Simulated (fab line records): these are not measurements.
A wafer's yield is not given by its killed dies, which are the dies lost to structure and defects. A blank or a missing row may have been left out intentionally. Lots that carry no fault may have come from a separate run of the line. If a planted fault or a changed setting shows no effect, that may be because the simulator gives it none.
Comparing a struck lot with a sound one / flow sky130 / 35 out of 708 route steps
Sound: the wafers L687.2, L687.3, L687.5. Struck: wafers L700.3, L700.4, L700.6. At the end, the cause is stated.
At each step with rows: each side's tool, then ch and its chambers, then its first start. Under that, the readings that differ: sound wafers / struck wafers / difference of the means / sigmas: that difference in standard deviations of wafers without a fault.
alike: words and numbers the same on both sides, and readings whose means are apart by under 2 such deviations; not compared: readings that were withheld, readings missing a value for some wafer, numbers with overlapping values and no deviation given by the record, and bounds like >300 which may hide the same value.
The two part at a step that has a row with sigmas, a row that says differs or no value, or rows on one side only. Numbers that don't overlap but have no deviation are shown without sigmas and don't part them. A reading that every wafer of one side lacks parts them only if that side has two wafers or more.

first, 10 steps without rows for these wafers: SKY_VIA2_EXPOSE_09 (exposes mask VIM2, target cd 200 nm); SKY_VIA2_PEB_10; SKY_VIA2_DEVELOP_11 (develop time 60 s); SKY_VIA2_ETCH_14 (etches BARC in N2/H2, stops on SiO2, time 45.9 s, target depth 60 nm); SKY_VIA2_ETCH_15 (etches SiO2 in C4F8/O2/Ar, stops on TiN, target depth 546 nm, time 84 s); SKY_VIA2_STRIP_16 (strips in O2/N2); SKY_VIA2_STRIP_17 (strips in post etch residue remover, time 1200 s); SKY_VIA2_CLEAN_18 (cleans in IPA, time 180 s); SKY_VIA2_CLEAN_19 (cleans in O3/DIW); SKY_VIA2_SPUTTER_20 (material TiN, target thk 20 nm, time 80 s).
SKY_VIA2_CVD_21: deposits W, target thk 420 nm, time 126.4 s.
  sound on cvdW-01 ch 0,1, day 36 16:11; struck on cvdW-01 ch 0,1, day 40 14:25
  alike: heaterPowerW
then, 23 steps without rows for these wafers: SKY_VIA2_CMP_24 (polishes, stops on SiO2, t overpolish 20 s, target thk 0 nm); SKY_METAL3_SPUTTER_00 (material Ti, target thk 15 nm, time 10 s); SKY_METAL3_SPUTTER_01 (material TiN, target thk 20 nm, time 16.7 s); SKY_METAL3_SPUTTER_02 (material AlCu, target thk 735 nm, time 39.1 s); SKY_METAL3_SPUTTER_03 (material Ti, target thk 5 nm, time 3.3 s); SKY_METAL3_SPUTTER_04 (material TiN, target thk 70 nm, time 58.3 s); SKY_CAPM_CVD_00 (deposits SiO2, target thk 15.5 nm); SKY_CAPM_SPUTTER_02 (material TiN, target thk 200 nm, time 166.7 s); SKY_CAPM_DEHYDRATE_05 (time 60 s); SKY_CAPM_HMDS_06 (prime time 60 s); SKY_CAPM_COAT_07 (resist thk 1140 nm); SKY_CAPM_SOFTBAKE_08 (time 60 s); SKY_CAPM_EXPOSE_09 (exposes mask CAPM, target cd 1000 nm); SKY_CAPM_PEB_10; SKY_CAPM_DEVELOP_11 (develop time 60 s); SKY_CAPM_METAL_ETCH_13 (etches TiN in Cl2/BCl3, stops on SiO2, target depth 220 nm, time 62.9 s); SKY_CAPM_STRIP_14 (strips in O2/N2); SKY_CAPM_STRIP_15 (strips in post etch residue remover, time 1200 s); SKY_CAPM_CLEAN_16 (cleans in IPA, time 180 s); SKY_CAPM_CLEAN_17 (cleans in O3/DIW); SKY_METAL3_DEHYDRATE_05 (time 60 s); SKY_METAL3_HMDS_06 (prime time 60 s); SKY_METAL3_COAT_07 (resist thk 60 nm).
-- the record jumps here: 9 days lie between the struck wafers' starts before and after (it left off in module METAL3 and takes up again in module PAD_OPEN, whose first step shown is number 708 of the route) --
SKY_PAD_OPEN_PROBE_99:
  sound on prober-02, day 46 05:03; struck on prober-02, day 49 06:53
reading=defectLimitedYield (%); sound=83.7 81.7 78.9; struck=79.5 71.5 78.0; difference=-5.1; sigmas=-3
reading=killed_at_M0_to_M3; sound=38 45 50; struck=61 106 67; difference=+34; sigmas=+5
reading=killedDies; sound=80 90 104; struck=101 140 108; difference=+25; sigmas=+3
reading=killedOpen; sound=47 52 56; struck=32 33 35; difference=-18; sigmas=-2
reading=sort_bin_3_pad_short (%); sound=0.6 0.4 1.2; struck=2.2 2.8 3.9; difference=+2.2; sigmas=+5
reading=sort_bin_5_function (%); sound=8.5 11.0 12.8; struck=13.0 19.9 11.4; difference=+4.0; sigmas=+3
reading=sortNPass; sound=412 402 388; struck=391 352 384; difference=-25; sigmas=-3
reading=sortYieldPct (%); sound=83.7 81.7 78.9; struck=79.5 71.5 78.0; difference=-5.1; sigmas=-3
reading=model.etest.tester.sort_bin_3_pct (%); sound=0.6098 0.4065 1.22; struck=2.236 2.846 3.862; difference=+2.236; sigmas=
  alike: killed_at_M4_up, killedAtContacts, killedAtFrontEnd, killedAtOther, killedShort, sort_bin_6_memory
  not compared: model.etest.tester.sortNPass, model.etest.tester.sortYieldPct, model.etest.tester.sort_bin_5_pct

WHERE THEY PART
SKY_PAD_OPEN_PROBE_99 only, going by this record.

WHY: whatever the simulator had introduced
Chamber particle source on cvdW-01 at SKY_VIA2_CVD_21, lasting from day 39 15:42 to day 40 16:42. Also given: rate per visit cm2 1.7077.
